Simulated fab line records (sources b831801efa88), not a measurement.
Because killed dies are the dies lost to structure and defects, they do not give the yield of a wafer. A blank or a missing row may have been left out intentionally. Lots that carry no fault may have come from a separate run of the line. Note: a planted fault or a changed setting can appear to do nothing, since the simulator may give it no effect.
2 desks looking at one fault / flow sky130 / what lay behind the numbers comes last; until then each desk has only its own

## AT THE TOOL OWNER'S DESK: plasma-asher-02
The tool's own readings at SKY_CAPM_STRIP_14 (strips in O2/N2): means of the sampled wafers that have a number, for each lot that ran on this tool. Any lot whose mean is over 4 standard deviations away from the usual mean is out of limits and marked OUT; that distance is given in the brackets.
Columns: A = drypump-motor-current-A at SKY_CAPM_STRIP_14, usual 6.0 A; B = oes-product-au at SKY_CAPM_STRIP_14, usual 0.711 a.u.; C = strip-time-to-endpoint-s at SKY_CAPM_STRIP_14, usual 12.66 s
lot=L842; first seen here=day 37 11:59; A=6.1; B=0.712; C=12.68
lot=L844; first seen here=day 38 08:35; A=6.1; B=0.712; C=12.72
lot=L849; first seen here=day 40 07:44; A=6.1; B=0.712; C=12.63
lot=L853; first seen here=day 40 15:46; A=6.1; B=0.709; C=12.67
This desk's finding: nothing out of limits on any of the 4 lots.

## THE METROLOGY DESK
Means of the sampled wafers that have a number, per lot and without regard to the tool the lot ran on: this is what the gauges read. Any lot whose mean is over 4 standard deviations away from the usual mean is out of limits and marked OUT; that distance is given in the brackets.
Columns: A = VIA4_W_THK at SKY_VIA4_THK_MEAS_20, usual 507 nm; B = PASSIVATION_CVD_02_THK at SKY_PASSIVATION_THK_MEAS_03, usual 539 nm
lot=L842; first seen here=day 42 20:46; A=509; B=534
lot=L843; first seen here=day 43 02:15; A=505; B=540
lot=L845; first seen here=day 43 13:47; A=514; B=534
lot=L844; first seen here=day 43 14:52; A=512; B=538
lot=L849; first seen here=day 45 10:49; A=506; B=543
lot=L853; first seen here=day 45 17:20; A=505; B=545
lot=L855; first seen here=day 46 10:55; A=505; B=538
lot=L856; first seen here=day 46 15:01; A=513; B=539
lot=L858; first seen here=day 46 21:21; A=501; B=549
lot=L861; first seen here=day 47 16:38; A=512; B=542
lot=L863; first seen here=day 48 04:33; A=507; B=537
lot=L865; first seen here=day 48 13:12; A=508; B=544
This desk's finding: nothing out of limits on any of the 12 lots.

## ALL TOGETHER
The desk of the tool owner found nothing out of limits.
At the metrology desk, nothing out of limits was observed.

## WHAT WAS PUT IN BY THE SIMULATOR
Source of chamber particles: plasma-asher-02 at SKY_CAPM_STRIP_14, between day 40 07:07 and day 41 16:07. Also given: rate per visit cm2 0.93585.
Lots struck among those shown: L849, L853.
